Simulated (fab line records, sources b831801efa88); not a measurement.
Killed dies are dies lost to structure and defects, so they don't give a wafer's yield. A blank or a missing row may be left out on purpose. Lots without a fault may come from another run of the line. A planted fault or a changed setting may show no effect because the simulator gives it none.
Chamber matching | flow gf180mcu | GF_V2_CMP_26 on cmp-02: 4 sister chambers
The step polishes, stops on SiO2, t overpolish 15 s, target thk 0 nm. 30 wafers are shown with their chamber, then 12 later ones without.

WAFERS WITH THEIR CHAMBER
wafer  | chamber | time_to_endpoint_s (s) | motor_current_A (A) | head_pressure_psi (psi)
L074.1 | 3       | 87                     | 11.6                | 3.502
L074.3 | 0       | 83                     | 11.4                | 3.509
L074.6 | 0       | 84                     | 11.5                | 3.506
L075.2 | 1       | 81                     | 12.6                | 3.497
L075.4 | 0       | 80                     | 11.5                | 3.496
L075.6 | 2       | 78                     | 11.3                | 3.500
L077.1 | 0       | 77                     | 11.6                | 3.507
L077.2 | 1       | 75                     | 12.1                | 3.500
L077.3 | 2       | 75                     | 11.6                | 3.497
L080.1 | 2       | 77                     | 12.4                | 3.509
L080.5 | 3       | 81                     | 10.9                | 3.487
L080.6 | 0       | 79                     | 12.4                | 3.493
L081.1 | 3       | 83                     | 11.2                | 3.507
L081.4 | 1       | 79                     | 11.9                | 3.483
L081.6 | 3       | 85                     | 11.3                | 3.512
L082.1 | 1       | 84                     | 11.7                | 3.506
L082.3 | 0       | 80                     | 11.3                | 3.517
L082.5 | 1       | 81                     | 12.0                | 3.489
L084.3 | 3       | 87                     | 11.4                | 3.500
L084.5 | 3       | 86                     | 11.5                | 3.503
L084.6 | 0       | 85                     | 11.7                | 3.500
L087.4 | 3       | 82                     | 11.4                | 3.500
L087.5 | 1       | 79                     | 12.1                | 3.487
L087.6 | 0       | 79                     | 11.9                | 3.511
L088.1 | 0       | 79                     | 12.6                | 3.503
L088.3 | 2       | 80                     | 11.7                | 3.510
L088.4 | 3       | 86                     | 11.4                | 3.510
L089.2 | 3       | 83                     | 11.2                | 3.501
L089.4 | 2       | 81                     | 12.0                | 3.496
L089.6 | 2       | 77                     | 11.2                | 3.495

SIGNATURES (means of the wafers above)
reading            | chamber 0 | chamber 1 | chamber 2 | chamber 3 | scatter within a chamber
time_to_endpoint_s | 80.67     | 79.83     | 78.00     | 84.44     | 2.53
motor_current_A    | 11.767    | 12.067    | 11.700    | 11.322    | 0.363
head_pressure_psi  | 3.50467   | 3.49367   | 3.50117   | 3.50244   | 0.00755
Rule: a wafer's distance from a chamber is the root of the sum, over the readings, of the square of ((its reading less the chamber's mean) divided by the reading's scatter). The wafer belongs to the nearest chamber; if the next one is less than 2 further off, it can't be placed. The scatter: the root of (the sum of the squares of (reading less its chamber's mean) over the shown wafers, divided by (wafers less chambers)).

WAFERS WITHOUT THEIR CHAMBER
wafer  | time_to_endpoint_s (s) | motor_current_A (A) | head_pressure_psi (psi)
L091.2 | 82                     | 12.2                | 3.517
L091.4 | 86                     | 11.0                | 3.504
L091.5 | 84                     | 11.5                | 3.488
L092.2 | 91                     | 11.7                | 3.505
L092.3 | 83                     | 12.0                | 3.513
L092.6 | 86                     | 12.0                | 3.499
L095.4 | 79                     | 11.6                | 3.503
L095.5 | 78                     | 12.8                | 3.489
L095.6 | 80                     | 11.6                | 3.477
L096.3 | 82                     | 12.1                | 3.501
L096.4 | 82                     | 12.2                | 3.499
L096.5 | 84                     | 11.7                | 3.499

WHICH CHAMBER EACH WENT THROUGH
wafer  | from the rows above               | in truth
L091.2 | can't be placed: 0 or 2 or 1 or 3 | 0
L091.4 | can't be placed: 3 or 0           | 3
L091.5 | can't be placed: 3 or 1 or 0 or 2 | 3
L092.2 | can't be placed: 3 or 0 or 1      | 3
L092.3 | can't be placed: 0 or 3 or 2 or 1 | 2
L092.6 | can't be placed: 3 or 0 or 1 or 2 | 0
L095.4 | can't be placed: 2 or 0 or 1 or 3 | 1
L095.5 | can't be placed: 1 or 2 or 0      | 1
L095.6 | can't be placed: 1 or 2 or 0 or 3 | 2
L096.3 | can't be placed: 0 or 1 or 2 or 3 | 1
L096.4 | can't be placed: 1 or 0 or 2 or 3 | 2
L096.5 | can't be placed: 3 or 0 or 1 or 2 | 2
Placed correctly: 0 of 12. Can't be placed from these rows: 12 (the true chamber is among the candidates in 12). Placed wrongly: 0.
